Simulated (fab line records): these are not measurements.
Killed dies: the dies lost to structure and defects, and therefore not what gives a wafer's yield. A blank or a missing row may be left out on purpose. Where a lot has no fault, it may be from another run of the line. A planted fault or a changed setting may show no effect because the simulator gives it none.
Which tool did it? | flow sky130 | 72 wafers from 24 lots sampled at 6 of the route's 708 steps

## WHAT EACH GAUGE READ, for each wafer
SKY_METAL5_THK_MEAS_06: measures by xrf. Usual: METAL5_ALCU_THK 1153 nm, standard deviation 13.
lot  | measured     | on            | METAL5_ALCU_THK (nm) | flag
L074 | day 42 15:17 | film metro-04 | 1168 1157 1153       |
L075 | day 43 03:52 | film metro-04 | 1136 1138 1135       |
L076 | day 43 06:22 | film metro-03 | 1140 1156 1150       |
L077 | day 43 22:26 | film metro-03 | 1138 1126 1139       |
L078 | day 44 01:26 | film metro-03 | 1138 1156 1148       |
L079 | day 44 04:41 | film metro-03 | 1158 1159 1154       |
L080 | day 44 06:29 | film metro-03 | 1137 1143 1142       |
L081 | day 44 15:09 | film metro-02 | 1163 1168 1160       |
L082 | day 45 08:12 | film metro-04 | 1164 1171 1169       |
L083 | day 45 08:12 | film metro-03 | 1148 1144 1142       |
L084 | day 45 17:37 | film metro-03 | 1139 1145 1146       |
L085 | day 45 22:00 | film metro-04 | 1173 1165 1168       |
L086 | day 46 05:13 | film metro-03 | 1142 1147 1134       |
L087 | day 46 11:25 | film metro-02 | 1148 1139 1151       |
L088 | day 46 12:58 | film metro-04 | 1166 1165 1168       |
L089 | day 46 18:55 | film metro-04 | 1183 1176 1178       |
L090 | day 47 06:29 | film metro-03 | 1150 1148 1165       |
L092 | day 47 12:14 | film metro-04 | 1159 1167 1152       |
L091 | day 47 15:29 | film metro-04 | 1135 1138 1136       |
L093 | day 47 17:46 | film metro-04 | 1154 1159 1165       |
L094 | day 48 04:49 | film metro-02 | 1150 1150 1163       |
L095 | day 48 05:09 | film metro-03 | 1171 1175 1162       |
L097 | day 48 12:37 | film metro-02 | 1157 1166 1168       |
L096 | day 48 16:50 | film metro-03 | 1157 1155 1147       |

## WHAT TOOL EACH LOT RAN ON (gives the tool, then ch and the chambers of the sampled wafers, and finally the start)
lot  | SKY_LI_CONTACT_CMP_24         | SKY_METAL2_SPUTTER_03        | SKY_VIA2_ETCH_14                   | SKY_CAPM_METAL_ETCH_13            | SKY_METAL3_METAL_ETCH_18
L074 | cmp-02 ch 0,2,3, day 28 22:29 | pvd sputter-03, day 33 18:13 | rie diel-01 ch 0,1, day 35 23:16   | rie metal-03 ch 1, day 37 03:09   | rie metal-02 ch 0,1, day 38 05:59
L075 | cmp-01 ch 1,2, day 29 13:33   | pvd sputter-01, day 34 08:26 | rie diel-02 ch 1,2, day 36 13:59   | rie metal-03 ch 0,1, day 37 17:59 | rie metal-02 ch 0,1, day 38 20:30
L076 | cmp-01 ch 0,2,3, day 29 17:23 | pvd sputter-01, day 34 13:40 | rie diel-04 ch 1,3, day 36 18:33   | rie metal-03 ch 1, day 37 21:31   | rie metal-04 ch 0,1, day 38 23:06
L077 | cmp-02 ch 0,2,3, day 30 06:40 | pvd sputter-01, day 35 03:55 | rie diel-01 ch 2,3, day 37 09:25   | rie metal-04 ch 0,1, day 38 13:03 | rie metal-04 ch 0,1, day 39 14:47
L078 | cmp-02 ch 1,2,3, day 30 16:06 | pvd sputter-01, day 35 10:35 | rie diel-02 ch 0,1,2, day 37 16:25 | rie metal-01 ch 0, day 38 18:54   | rie metal-04 ch 0,1, day 39 20:12
L079 | cmp-01 ch 0,3, day 30 21:37   | pvd sputter-01, day 35 14:26 | rie diel-04 ch 1,2,3, day 37 20:22 | rie metal-01 ch 0, day 38 23:14   | rie metal-04 ch 0,1, day 40 00:40
L080 | cmp-01 ch 1,2, day 31 00:56   | pvd sputter-01, day 35 16:44 | rie diel-04 ch 1,2,3, day 37 22:06 | rie metal-04 ch 0,1, day 39 00:43 | rie metal-04 ch 0,1, day 40 02:23
L081 | cmp-02 ch 0,2,3, day 31 10:04 | pvd sputter-01, day 36 02:48 | rie diel-04 ch 2,3, day 38 08:06   | rie metal-03 ch 0,1, day 39 10:33 | rie metal-01 ch 0,1, day 40 11:40
L082 | cmp-01 ch 0,1,3, day 32 04:53 | pvd sputter-01, day 36 21:10 | rie diel-01 ch 1,2, day 39 01:28   | rie metal-04 ch 0,1, day 40 03:22 | rie metal-04 ch 0,1, day 41 04:32
L083 | cmp-02 ch 0,1,2, day 32 05:23 | pvd sputter-03, day 36 21:13 | rie diel-01 ch 0,1,3, day 39 01:59 | rie metal-03 ch 0, day 40 04:11   | rie metal-01 ch 0,1, day 41 05:48
L084 | cmp-01 ch 0,3, day 32 14:09   | pvd sputter-03, day 37 09:56 | rie diel-01 ch 1,2,3, day 39 14:16 | rie metal-04 ch 0,1, day 40 15:50 | rie metal-02 ch 0,1, day 41 16:46
L085 | cmp-02 ch 0,1, day 33 00:11   | pvd sputter-03, day 37 14:38 | rie diel-02 ch 0,1,2, day 39 18:15 | rie metal-03 ch 0, day 40 19:59   | rie metal-02 ch 0,1, day 41 20:49
L086 | cmp-02 ch 0,1,3, day 33 07:54 | pvd sputter-04, day 37 22:45 | rie diel-02 ch 0,3, day 40 02:27   | rie metal-01 ch 0,1, day 41 05:01 | rie metal-04 ch 0,1, day 42 05:08
L087 | cmp-01 ch 1,2, day 33 14:19   | pvd sputter-01, day 38 04:52 | rie diel-01 ch 2,3, day 40 08:13   | rie metal-03 ch 0, day 41 10:02   | rie metal-04 ch 0,1, day 42 10:58
L088 | cmp-02 ch 0,1,2, day 33 19:43 | pvd sputter-04, day 38 10:44 | rie diel-02 ch 0,2,3, day 40 12:59 | rie metal-04 ch 0,1, day 41 14:27 | rie metal-02 ch 0,1, day 42 15:06
L089 | cmp-01 ch 0,3, day 34 02:07   | pvd sputter-04, day 38 15:59 | rie diel-02 ch 2,3, day 40 18:29   | rie metal-01 ch 0,1, day 41 20:08 | rie metal-02 ch 1, day 42 20:35
L090 | cmp-02 ch 0,1,2, day 34 15:01 | pvd sputter-04, day 39 06:28 | rie diel-02 ch 0,1,3, day 41 09:44 | rie metal-03 ch 0,1, day 42 10:57 | rie metal-02 ch 0,1, day 43 10:51
L092 | cmp-02 ch 0,3, day 35 03:18   | pvd sputter-04, day 39 15:17 | rie diel-04 ch 0,2,3, day 41 15:53 | rie metal-04 ch 0,1, day 42 17:23 | rie metal-04 ch 0, day 43 16:50
L091 | cmp-01 ch 0,2,3, day 35 03:31 | pvd sputter-01, day 39 16:05 | rie diel-02 ch 0,2,3, day 41 18:48 | rie metal-04 ch 0,1, day 42 20:14 | rie metal-02 ch 0,1, day 43 20:16
L093 | cmp-02 ch 0,1,2, day 35 07:03 | pvd sputter-04, day 39 19:24 | rie diel-04 ch 0,1,3, day 41 21:47 | rie metal-03 ch 0,1, day 42 22:41 | rie metal-02 ch 0,1, day 43 22:38
L094 | cmp-02 ch 0,1, day 35 18:31   | pvd sputter-04, day 40 07:03 | rie diel-01 ch 2,3, day 42 09:37   | rie metal-03 ch 0,1, day 43 10:46 | rie metal-02 ch 0,1, day 44 10:31
L095 | cmp-01 ch 0,1,3, day 35 20:34 | pvd sputter-04, day 40 09:04 | rie diel-04 ch 0,3, day 42 11:24   | rie metal-01 ch 0,1, day 43 12:36 | rie metal-01 ch 0,1, day 44 11:42
L097 | cmp-02 ch 0,1, day 36 08:28   | pvd sputter-03, day 40 19:32 | rie diel-04 ch 1,2, day 42 20:47   | rie metal-03 ch 0,1, day 43 21:39 | rie metal-04 ch 0,1, day 44 20:44
L096 | cmp-01 ch 0,3, day 36 15:05   | pvd sputter-01, day 41 02:04 | rie diel-02 ch 1,3, day 43 02:41   | rie metal-03 ch 0,1, day 44 02:58 | rie metal-02 ch 0, day 45 02:09
- SKY_LI_CONTACT_CMP_24: polishes, stops on PSG, t overpolish 20 s, target thk 0 nm.
- SKY_METAL2_SPUTTER_03: material Ti, target thk 5 nm, time 3.3 s.
- SKY_VIA2_ETCH_14: etches BARC in N2/H2, stops on SiO2, time 45.9 s, target depth 60 nm.
- SKY_CAPM_METAL_ETCH_13: etches TiN in Cl2/BCl3, stops on SiO2, target depth 220 nm, time 62.9 s.
- SKY_METAL3_METAL_ETCH_18: etches the open film in Cl2/BCl3, stops on SiO2, target depth 845 nm, time 183.1 s.

## WHAT THE TOOLS THEMSELVES READ (means of the sampled wafers that have a number; where no wafer has one, the mark that the record gives instead)
SKY_LI_CONTACT_CMP_24. Usual: motor current A 11.1 A, standard deviation 1.3; overpolish run s 20.001 s, standard deviation 0.0098; time to endpoint s 98 s, standard deviation 4.
lot  | tool   | motor current A (A) | overpolish run s (s) | time to endpoint s (s) | flag
L074 | cmp-02 | 11.2                | 19.998               | 100                    |
L075 | cmp-01 | 11.7                | 20.003               | 90                     |
L076 | cmp-01 | 11.3                | 19.995               | 94                     |
L077 | cmp-02 | 11.2                | 19.994               | 100                    |
L078 | cmp-02 | 10.7                | 19.997               | 102                    |
L079 | cmp-01 | 11.4                | 19.998               | 91                     |
L080 | cmp-01 | 11.7                | 20.005               | 95                     |
L081 | cmp-02 | 10.8                | 20.017               | 102                    |
L082 | cmp-01 | 11.7                | 20.002               | 95                     |
L083 | cmp-02 | 10.3                | 20.000               | 98                     |
L084 | cmp-01 | 11.4                | 20.009               | 96                     |
L085 | cmp-02 | 10.5                | 20.008               | 100                    |
L086 | cmp-02 | 11.7                | 20.006               | 100                    |
L087 | cmp-01 | 11.7                | 19.994               | 94                     |
L088 | cmp-02 | 9.8                 | 20.005               | 98                     |
L089 | cmp-01 | 11.2                | 19.998               | 96                     |
L090 | cmp-02 | 10.0                | 19.997               | 100                    |
L092 | cmp-02 | 12.3                | 20.018               | 102                    |
L091 | cmp-01 | 10.5                | 19.996               | 95                     |
L093 | cmp-02 | 9.8                 | 19.994               | 104                    |
L094 | cmp-02 | 10.1                | 20.006               | 99                     |
L095 | cmp-01 | 11.8                | 19.994               | 97                     |
L097 | cmp-02 | 10.6                | 19.997               | 101                    |
L096 | cmp-01 | 11.1                | 19.997               | 98                     |

SKY_METAL2_SPUTTER_03. Usual: throttle valve pct 30.1 %, standard deviation 1.2.
lot  | tool           | throttle valve pct (%) | flag
L074 | pvd sputter-03 | 29.9                   |
L075 | pvd sputter-01 | 31.0                   |
L076 | pvd sputter-01 | 31.8                   |
L077 | pvd sputter-01 | 28.3                   |
L078 | pvd sputter-01 | 31.2                   |
L079 | pvd sputter-01 | 29.6                   |
L080 | pvd sputter-01 | 31.1                   |
L081 | pvd sputter-01 | 29.8                   |
L082 | pvd sputter-01 | 30.8                   |
L083 | pvd sputter-03 | 30.3                   |
L084 | pvd sputter-03 | 30.5                   |
L085 | pvd sputter-03 | 30.3                   |
L086 | pvd sputter-04 | 29.9                   |
L087 | pvd sputter-01 | 29.6                   |
L088 | pvd sputter-04 | 29.9                   |
L089 | pvd sputter-04 | 29.8                   |
L090 | pvd sputter-04 | 30.1                   |
L092 | pvd sputter-04 | 30.2                   |
L091 | pvd sputter-01 | 29.0                   |
L093 | pvd sputter-04 | 29.9                   |
L094 | pvd sputter-04 | 30.0                   |
L095 | pvd sputter-04 | 30.1                   |
L097 | pvd sputter-03 | 30.1                   |
L096 | pvd sputter-01 | 30.3                   |

SKY_VIA2_ETCH_14. Usual: drypump motor current A 5.6 A, standard deviation 0.56; oes product au 0.849 a.u., standard deviation 0.0046; throttle valve pct 13.225 %, standard deviation 0.009.
lot  | tool        | drypump motor current A (A) | oes product au (a.u.) | throttle valve pct (%) | flag
L074 | rie diel-01 | 5.5                         | 0.846                 | 13.227                 |
L075 | rie diel-02 | 5.5                         | 0.850                 | 13.219                 |
L076 | rie diel-04 | 6.3                         | 0.848                 | 13.231                 |
L077 | rie diel-01 | 5.0                         | 0.849                 | 13.223                 |
L078 | rie diel-02 | 5.4                         | 0.848                 | 13.229                 |
L079 | rie diel-04 | 6.3                         | 0.849                 | 13.227                 |
L080 | rie diel-04 | 6.3                         | 0.852                 | 13.217                 |
L081 | rie diel-04 | 6.3                         | 0.850                 | 13.225                 |
L082 | rie diel-01 | 5.0                         | 0.848                 | 13.230                 |
L083 | rie diel-01 | 5.2                         | 0.850                 | 13.232                 |
L084 | rie diel-01 | 4.9                         | 0.843                 | 13.226                 |
L085 | rie diel-02 | 5.5                         | 0.850                 | 13.209                 |
L086 | rie diel-02 | 5.4                         | 0.843                 | 13.234                 |
L087 | rie diel-01 | 4.9                         | 0.846                 | 13.221                 |
L088 | rie diel-02 | 5.6                         | 0.849                 | 13.224                 |
L089 | rie diel-02 | 5.8                         | 0.845                 | 13.227                 |
L090 | rie diel-02 | 5.3                         | 0.849                 | 13.220                 |
L092 | rie diel-04 | 6.2                         | 0.849                 | 13.221                 |
L091 | rie diel-02 | 5.6                         | 0.851                 | 13.226                 |
L093 | rie diel-04 | 6.2                         | 0.848                 | 13.220                 |
L094 | rie diel-01 | 5.0                         | 0.850                 | 13.228                 |
L095 | rie diel-04 | 6.2                         | 0.855                 | 13.227                 |
L097 | rie diel-04 | 6.4                         | 0.852                 | 13.224                 |
L096 | rie diel-02 | 5.3                         | 0.850                 | 13.227                 |

SKY_CAPM_METAL_ETCH_13. Usual: drypump motor current A 5.4 A, standard deviation 0.36; he backside leak sccm 3.4 sccm, standard deviation 0.31; oes product au 0.962 a.u., standard deviation 0.0069; throttle valve pct 21.888 %, standard deviation 0.01.
lot  | tool         | drypump motor current A (A) | he backside leak sccm (sccm) | oes product au (a.u.) | throttle valve pct (%) | flag
L074 | rie metal-03 | 5.0                         | 3.5                          | 0.963                 | 21.876                 |
L075 | rie metal-03 | 5.2                         | 3.4                          | 0.952                 | 21.893                 |
L076 | rie metal-03 | 5.0                         | 3.4                          | 0.962                 | 21.883                 |
L077 | rie metal-04 | 5.7                         | 3.5                          | 0.960                 | 21.894                 |
L078 | rie metal-01 | 4.9                         | 3.4                          | 0.966                 | 21.890                 |
L079 | rie metal-01 | 4.9                         | 3.3                          | 0.960                 | 21.882                 |
L080 | rie metal-04 | 5.7                         | 4.0                          | 0.966                 | 21.874                 |
L081 | rie metal-03 | 5.5                         | 3.5                          | 0.964                 | 21.882                 |
L082 | rie metal-04 | 5.5                         | 3.3                          | 0.967                 | 21.887                 |
L083 | rie metal-03 | 5.7                         | 3.4                          | 0.962                 | 21.879                 |
L084 | rie metal-04 | 5.7                         | 3.3                          | 0.957                 | 21.896                 |
L085 | rie metal-03 | 5.7                         | 3.5                          | 0.955                 | 21.889                 |
L086 | rie metal-01 | 5.1                         | 3.2                          | 0.954                 | 21.896                 |
L087 | rie metal-03 | 5.7                         | 3.7                          | 0.965                 | 21.892                 |
L088 | rie metal-04 | 5.5                         | 3.3                          | 0.963                 | 21.890                 |
L089 | rie metal-01 | 5.4                         | 3.2                          | 0.961                 | 21.882                 |
L090 | rie metal-03 | 5.2                         | 4.0                          | 0.961                 | 21.895                 |
L092 | rie metal-04 | 5.5                         | 3.2                          | 0.964                 | 21.885                 |
L091 | rie metal-04 | 5.7                         | 3.3                          | 0.960                 | 21.895                 |
L093 | rie metal-03 | 5.5                         | 3.3                          | 0.968                 | 21.887                 |
L094 | rie metal-03 | 5.2                         | 3.4                          | 0.967                 | 21.891                 |
L095 | rie metal-01 | 5.2                         | 3.3                          | 0.947                 | 21.901                 |
L097 | rie metal-03 | 5.2                         | 3.4                          | 0.963                 | 21.888                 |
L096 | rie metal-03 | 5.5                         | 3.3                          | 0.971                 | 21.880                 |

SKY_METAL3_METAL_ETCH_18. Usual: drypump motor current A 5.9 A, standard deviation 0.49; he backside leak sccm 3.19 sccm, standard deviation 0.15; oes product au 0.867 a.u., standard deviation 0.0056; throttle valve pct 22.265 %, standard deviation 0.0087.
lot  | tool         | drypump motor current A (A) | he backside leak sccm (sccm) | oes product au (a.u.) | throttle valve pct (%) | flag
L074 | rie metal-02 | 6.4                         | 3.04                         | 0.861                 | 22.267                 |
L075 | rie metal-02 | 6.3                         | 3.07                         | 0.869                 | 22.268                 |
L076 | rie metal-04 | 5.5                         | 3.17                         | 0.869                 | 22.266                 |
L077 | rie metal-04 | 5.7                         | 3.29                         | 0.865                 | 22.260                 |
L078 | rie metal-04 | 5.5                         | 3.22                         | 0.863                 | 22.263                 |
L079 | rie metal-04 | 5.5                         | 3.36                         | 0.867                 | 22.265                 |
L080 | rie metal-04 | 5.6                         | 3.17                         | 0.867                 | 22.267                 |
L081 | rie metal-01 | 5.4                         | 3.05                         | 0.865                 | 22.262                 |
L082 | rie metal-04 | 5.5                         | 3.39                         | 0.872                 | 22.257                 |
L083 | rie metal-01 | 5.4                         | 3.12                         | 0.872                 | 22.272                 |
L084 | rie metal-02 | 6.3                         | 3.11                         | 0.871                 | 22.265                 |
L085 | rie metal-02 | 6.3                         | 3.11                         | 0.870                 | 22.259                 |
L086 | rie metal-04 | 5.5                         | 3.27                         | 0.868                 | 22.263                 |
L087 | rie metal-04 | 5.5                         | 3.35                         | 0.868                 | 22.261                 |
L088 | rie metal-02 | 6.3                         | 3.13                         | 0.860                 | 22.264                 |
L089 | rie metal-02 | 6.4                         | 3.09                         | 0.860                 | 22.258                 |
L090 | rie metal-02 | 6.4                         | 3.15                         | 0.863                 | 22.263                 |
L092 | rie metal-04 | 5.3                         | 3.16                         | 0.873                 | 22.273                 |
L091 | rie metal-02 | 6.4                         | 3.11                         | 0.866                 | 22.265                 |
L093 | rie metal-02 | 6.4                         | 3.13                         | 0.872                 | 22.268                 |
L094 | rie metal-02 | 6.3                         | 3.19                         | 0.857                 | 22.268                 |
L095 | rie metal-01 | 5.2                         | 3.34                         | 0.866                 | 22.268                 |
L097 | rie metal-04 | 5.5                         | 3.15                         | 0.864                 | 22.257                 |
L096 | rie metal-02 | 6.3                         | 3.20                         | 0.862                 | 22.265                 |

## THE ANSWER, worked out from the rows above alone
Rule: lot off if the mean of its wafers having a number is beyond 3 standard deviations from the usual mean. A lot without any number at a reading at which 4 lots or more have one is off too. The other lots that the step has rows for count as sound. After the gauges, taken in route order, come the tools' own readings; for these a lot's mean is taken, as printed above. The first step at which some lot is off is used, and at that step the reading that is off furthest; a lot without a number counts as furthest.
No lot is off at any reading shown: from this, nothing can be told.

## WHAT THE SIMULATOR HAD PUT IN
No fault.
